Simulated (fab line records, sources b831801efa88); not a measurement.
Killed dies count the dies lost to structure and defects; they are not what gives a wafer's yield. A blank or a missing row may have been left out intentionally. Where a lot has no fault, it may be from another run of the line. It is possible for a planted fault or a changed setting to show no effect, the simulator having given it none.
The tool behind it: which one?    flow gf180mcu    6 lots, 18 wafers sampled, at 3 steps of a route of 602

## WHAT EACH GAUGE READ, for each wafer
GF_VT_IMPLANT_RS_MEAS_47: measurement is done with a four-point probe.
lot   measured      on            NWELL_RS (ohm/sq)
L181  day 8 08:09   filmMetro-03  500.0 499.8 501.2
L183  day 8 18:04   filmMetro-04  500.0 498.4 498.4
L190  day 10 15:12  filmMetro-03  488.8 487.9 488.3
L192  day 11 04:14  filmMetro-04  488.8 489.3 489.0
L194  day 11 23:02  filmMetro-04  489.4 489.0 489.0
L201  day 14 04:21  filmMetro-02  486.6 487.3 486.3

## WHAT TOOL EACH LOT RAN ON (gives the tool, then ch and the chambers of the sampled wafers, and finally the start)
lot   GF_NWELL_IMPLANT_09             GF_MVPSD_STRIP_10
L181  implanter-02 ch 0, day 3 19:45  plasmaAsher-01 ch 0,1, day 5 17:26
L183  implanter-02 ch 0, day 4 06:16  plasmaAsher-01 ch 0,1, day 6 02:28
L190  implanter-03 ch 0, day 5 19:42  plasmaAsher-01 ch 0,1, day 7 18:53
L192  implanter-03 ch 0, day 6 05:11  plasmaAsher-04 ch 0,1, day 8 05:32
L194  implanter-02 ch 0, day 6 20:04  plasmaAsher-03 ch 0,1, day 8 21:43
L201  implanter-03 ch 0, day 8 14:58  plasmaAsher-01 ch 1, day 10 20:25
- GF_NWELL_IMPLANT_09
- GF_MVPSD_STRIP_10: strips in O2/N2.

## THE ANSWER, worked out from the rows above alone
Rule: the usual values come from the lots themselves. Put in order of their means at a reading, lots are off if they are a third of the lots or fewer, leave a main group of 4 or more, and stand apart from it by a gap of 3 or more times the standard deviation of the main group's means; of several such gaps the widest counts. Not used: any main group whose means are identical at the precision the tables above print for the reading. Also off: a lot with no number at a reading for which 4 or more lots have one. Any other lot the step has rows for is counted as sound.
Off: L181, L183, seen at GF_VT_IMPLANT_RS_MEAS_47 (NWELL_RS). Main group: mean 488.3 ohm/sq, sd 0.96.
If a tool, at a process step before that reading, ran all the lots that are off and no sound lot after the first of them, it fits. Gauges at GF_VT_IMPLANT_RS_MEAS_47: tried the same way as those tools. No candidate that was tried fits.

## WHAT THE SIMULATOR HAD INSERTED
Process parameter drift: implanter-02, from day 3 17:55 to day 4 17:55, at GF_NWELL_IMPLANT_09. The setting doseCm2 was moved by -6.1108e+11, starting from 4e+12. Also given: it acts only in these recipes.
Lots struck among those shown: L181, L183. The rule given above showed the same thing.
